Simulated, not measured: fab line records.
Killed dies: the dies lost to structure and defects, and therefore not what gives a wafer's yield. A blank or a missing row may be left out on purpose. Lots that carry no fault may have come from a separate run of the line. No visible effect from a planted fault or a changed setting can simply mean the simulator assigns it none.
A lot that was struck, set against a sound lot :: flow gf180mcu :: 36 out of 602 route steps
Sound: the wafers L178.1, L178.2, L178.5. Wafers L184.3, L184.5 were the ones struck. At the end, the cause is stated.
Per side, at each step with rows, come the tool, then ch with its chambers, and then its first start. Under that, the readings that differ: sound wafers :: struck wafers :: difference of the means :: sigmas: that difference in standard deviations of wafers without a fault.
alike: readings with means less than 2 such deviations apart, plus words and numbers identical on both sides. not compared: withheld readings, readings lacking a value on some wafer, bounds such as >300 that could conceal the same value, and numbers that have no deviation in the record and whose values overlap.
The two part at a step that has a row with sigmas, a row that says differs or no value, or rows on one side only. Non-overlapping numbers with no deviation appear without sigmas and do not part them. Lack of a reading on every wafer of one side parts them only where that side has two or more wafers.

first, 2 steps without rows for these wafers: GF_M4_PEB_12 (peb time 90 s); GF_M4_DEVELOP_13 (develop time 60 s).
GF_M4_CD_MEAS_14 targets a cd of 280 nm.
  sound on cdSem-02, day 23 16:02; struck on cdSem-01, day 25 16:51
reading: cdNm (nm)
sound: 281.2 282.2 282.5
struck: 279.4 278.6
difference: -3.0
sigmas: -3
GF_M4_OVL_MEAS_15:
  sound on overlay-02, day 23 16:10; struck on overlay-01, day 25 16:56
  alike: M4_OVL
GF_M4_METAL_ETCH_16: etches the open film in Cl2/BCl3, stops on SiO2, target depth 750.8 nm, time 125.1 s.
  sound on rieMetal-02 ch 0,1, day 23 16:12; struck on rieMetal-01 ch 0, day 25 17:03
  alike: drypumpMotorCurrentA, oesProductAu, throttleValvePct
  not compared: rfHoursCounterH
then, 4 steps without rows for these wafers: GF_M4_STRIP_17 (strips in O2/N2); GF_M4_STRIP_18 (strips in post etch residue remover, time 1200 s); GF_M4_CLEAN_19 (cleans in DIW); GF_V4_CVD_00 (deposits SiO2, target thk 600 nm, time 100 s).
GF_V4_THK_MEAS_01:
  sound on filmMetro-02, day 23 16:56; struck on filmMetro-04, day 25 17:51
  alike: V4_CVD_00_THK
GF_V4_CVD_02: deposits SiO2 from TEOS, target thk 850 nm, time 94.851 s.
  sound on pecvd-03 ch 0,1,2, day 23 16:59; struck on pecvd-03 ch 2, day 25 17:53
reading: heaterPowerW (W)
sound: 604 727 568
struck: 779 830
difference: +172
sigmas: +2
GF_V4_THK_MEAS_03:
  sound on filmMetro-04, day 23 17:04; struck on filmMetro-03, day 25 17:59
  alike: V4_CVD_02_THK
GF_V4_CMP_04: polishes SiO2.
  sound on cmp-02 ch 0,1,2, day 23 17:13; struck on cmp-02 ch 2,3, day 25 18:04
reading: timeToEndpointS (s)
sound: 84 83 84
struck: 104 106
difference: +21
sigmas: +4

reading: model.SiO2_of_V4_CVD_02.thkNm (nm)
sound: 630.8 631.6 631.7
struck: 571.4 569.3
difference: -61.0
sigmas: 
  alike: motorCurrentA
GF_V4_BOW_MEAS_05:
  sound on filmMetro-04, day 23 17:25; struck on filmMetro-02, day 25 18:39
reading: V4_BOW (um)
sound: 138 135 138
struck: - -
difference: no value on the struck wafers
sigmas: 
  not compared: hold
then, 7 steps without rows for these wafers: GF_V4_HMDS_07 (prime time 60 s); GF_V4_COAT_08; GF_V4_COAT_09 (resist thk 1000 nm); GF_V4_SOFTBAKE_10 (time 60 s); GF_V4_EXPOSE_11 (exposes mask Via4, target cd 260 nm); GF_V4_PEB_12 (peb time 90 s); GF_V4_DEVELOP_13 (develop time 60 s).
GF_V4_CD_MEAS_14 targets a cd of 260 nm.
  sound on cdSem-02, day 24 15:45; struck on cdSem-02, day 26 14:40
  alike: cdNm
GF_V4_OVL_MEAS_15:
  sound on overlay-01, day 24 15:52; struck on overlay-02, day 26 14:46
  alike: V4_OVL
then, 1 step without rows for these wafers: GF_V4_ETCH_16 (etches BARC in N2/H2).
GF_V4_ETCH_17: etches SiO2 in C4F8/O2/Ar, stops on TiN, target depth 630 nm.
  sound: rieDiel-01 ch 0,3; struck: rieDiel-01 ch 0,2
reading: oesProductAu (a.u.)
sound: 0.850 0.855 0.850
struck: 0.812 0.812
difference: -0.040
sigmas: -9

reading: model.etch.depthNm (nm)
sound: 630.8 631.6 631.7
struck: 571.4 569.3
difference: -61.0
sigmas: 

reading: model.V4.featureDepthNm (nm)
sound: 630.8 631.6 631.7
struck: 571.4 569.3
difference: -61.0
sigmas: 
GF_V4_STRIP_18: strips in O2/N2.
  sound on plasmaAsher-03 ch 0,1, day 24 16:02; struck on plasmaAsher-03 ch 0,1, day 26 14:57
  alike: drypumpMotorCurrentA, heaterPowerW, oesProductAu
  not compared: rfHoursCounterH
then, 3 steps without rows for these wafers: GF_V4_STRIP_19 (strips in post etch residue remover, time 1200 s); GF_V4_CLEAN_20 (cleans in DIW); GF_V4_SPUTTER_21 (material Ti, target thk 15 nm, time 80.02 s).
GF_V4_SPUTTER_22: material TiN, target thk 10 nm, time 40 s.
  sound on pvdSputter-02, day 24 16:40; struck on pvdSputter-03, day 26 15:31
  alike: throttleValvePct
GF_V4_CVD_23: deposits W, target thk 350 nm, time 104.9 s.
  sound on cvdW-02 ch 0,1, day 24 16:43; struck on cvdW-02 ch 0,1, day 26 15:36
  alike: chamberPressureTorr, heaterPowerW
GF_V4_RS_MEAS_24: measurement is done with a four-point probe.
  sound on filmMetro-03, day 24 16:49; struck on filmMetro-03, day 26 15:43
  alike: V4_W_RS
GF_V4_THK_MEAS_25: measures by xrf.
  sound on filmMetro-03, day 24 16:56; struck on filmMetro-03, day 26 15:49
  alike: V4_W_THK
GF_V4_CMP_26: polishes, stops on SiO2, t overpolish 15 s, target thk 0 nm.
  sound on cmp-01 ch 2,3, day 24 17:00; struck on cmp-02 ch 0,1, day 26 15:57
reading: model.SiO2_of_V4_CVD_02.thkNm (nm)
sound: 627 627.8 627.9
struck: 567.6 565.5
difference: -61.0
sigmas: 
  alike: motorCurrentA
then, 1 step without rows for these wafers: GF_MIM_SPUTTER_00 (material Ti, target thk 37.5 nm, time 150 s).
GF_PASSIVATION_PROBE_99:
  rows exist in the record for the sound wafers here (prober-02, day 29 06:42), none for the struck ones

== WHERE THEY PART ==
Last at GF_PASSIVATION_PROBE_99 as far as this record goes, first at GF_M4_CD_MEAS_14.

WHY: the cause the simulator had injected
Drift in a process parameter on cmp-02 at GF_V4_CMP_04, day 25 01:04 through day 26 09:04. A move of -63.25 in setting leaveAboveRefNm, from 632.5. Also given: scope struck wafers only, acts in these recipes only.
